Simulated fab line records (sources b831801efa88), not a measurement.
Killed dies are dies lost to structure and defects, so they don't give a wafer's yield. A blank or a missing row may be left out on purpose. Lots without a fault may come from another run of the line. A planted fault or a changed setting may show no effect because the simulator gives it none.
Lot-split experiment    flow sky130    on a route of 708 steps: 5 lots, 23 wafers read

THE SPLIT ITSELF
At SKY_SONOS_ONO_EXPOSE_10 (exposes mask ONOM, target cd 410 nm), the setting dose mj was moved away from the recipe's 150 on 5 of the 23 wafers read, by +3.9% to +4.0%. All remaining wafers had this setting at the recipe value.

FROM SPLIT TO READING: 1 step shown by the file between the two
- SKY_SONOS_ONO_DEVELOP_12: develop time 60 s (also split here: develop time s)

THE READING
cd nm (nm) at SKY_SONOS_ONO_CD_MEAS_13, where the cd target is 410 nm. On this fab line, fault-free wafers typically give 410.2 nm with a standard deviation of 1.6 nm.

wafer   tool, chamber at the split  dose mj as run  against the recipe  cd nm, nm  against lot-mates on the recipe
L074.1  iline stepper-01, 0         150             recipe              410.4      -
L074.2  iline stepper-01, 0         150             recipe              411.0      -
L074.3  iline stepper-01, 0         150             recipe              408.3      -
L074.4  iline stepper-01, 0         150             recipe              409.5      -
L074.6  iline stepper-01, 0         150             recipe              410.6      -
L077.1  iline stepper-02, 0         155.8           +3.9%               397.6      -8.9
L077.2  iline stepper-02, 0         155.8           +3.9%               391.5      -15.1
L077.3  iline stepper-02, 0         155.8           +3.9%               398.9      -7.7
L077.4  iline stepper-02, 0         150             recipe              410.5      -
L077.5  iline stepper-02, 0         150             recipe              402.6      -
L079.1  iline stepper-02, 0         150             recipe              408.9      -
L079.4  iline stepper-02, 0         150             recipe              408.6      -
L079.5  iline stepper-02, 0         150             recipe              410.1      -
L080.1  iline stepper-02, 0         150             recipe              413.9      -
L080.2  iline stepper-02, 0         150             recipe              411.9      -
L080.4  iline stepper-02, 0         150             recipe              413.2      -
L080.5  iline stepper-02, 0         150             recipe              412.2      -
L080.6  iline stepper-02, 0         150             recipe              414.6      -
L085.1  iline stepper-01, 0         156             +4.0%               402.3      -8.8
L085.2  iline stepper-01, 0         150             recipe              411.2      -
L085.3  iline stepper-01, 0         150             recipe              411.1      -
L085.4  iline stepper-01, 0         150             recipe              411.0      -
L085.6  iline stepper-01, 0         156             +4.0%               400.4      -10.7

FIT RESULTS
A straight line over all 23 wafers: cd nm changes by -3.15 nm for each +1% of dose mj; r = -0.87; the points scatter about the line by 3 nm.
The same after taking each lot's own level away (the mean of its wafers on the recipe; 23 wafers): -2.61 nm for each +1%; r = -0.92; scatter 1.9 nm.
Per that fit: largest dose mj move, reading shift of 10 nm.
From 406.55 to 413.16 nm: that is the span of the lots' own levels, equal to 4.1 times the standard deviation above.
Thus the slope moves with the lot-to-lot level: the two fits are different.
Check: with one of the wafers moved furthest among these (+4.0%) left out of the fit, the line predicts -10.9 nm for it against its lot-mates. It came out at -8.8 nm against them.

THE OTHER SPLITS THESE WAFERS WENT THROUGH
Other splits were also applied to these wafers ahead of the reading. Each is held against what the fit with the lots' levels taken away leaves over:
other split on the same wafers              wafers away from the commonest value  r with cd nm (lot level and that fit taken away)
SKY_VT_ADJUST_PCH_IMPLANT_08 energy kev     11                                    +0.06
SKY_SONOS_TUNNEL_DEVELOP_06 develop time s  11                                    +0.09
SKY_SONOS_ONO_CVD_02 time s                 10                                    +0.08
SKY_SONOS_ONO_DEVELOP_12 develop time s     2                                     -0.75

THE WHOLE CHAIN: every reading that the file lists as answering this split, in the file's order
step                      what it does                                                        reading                                                           change (the file's fit)               r (the file's)
SKY_SONOS_ONO_CD_MEAS_13  target cd 410 nm                                                    cd nm                                                             -2.58 nm for each +1% of the setting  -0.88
SKY_SONOS_ONO_ETCH_15     etches the open film in CHF3/O2, target depth 19.52 nm, time 7.8 s  SONOS_ONO.cd nm (the simulator's own value, which no gauge read)  -2.55 nm for each +1% of the setting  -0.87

THE FILE'S OWN FIT
cd nm changes by -2.58 nm for each +1% of dose mj, r = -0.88.
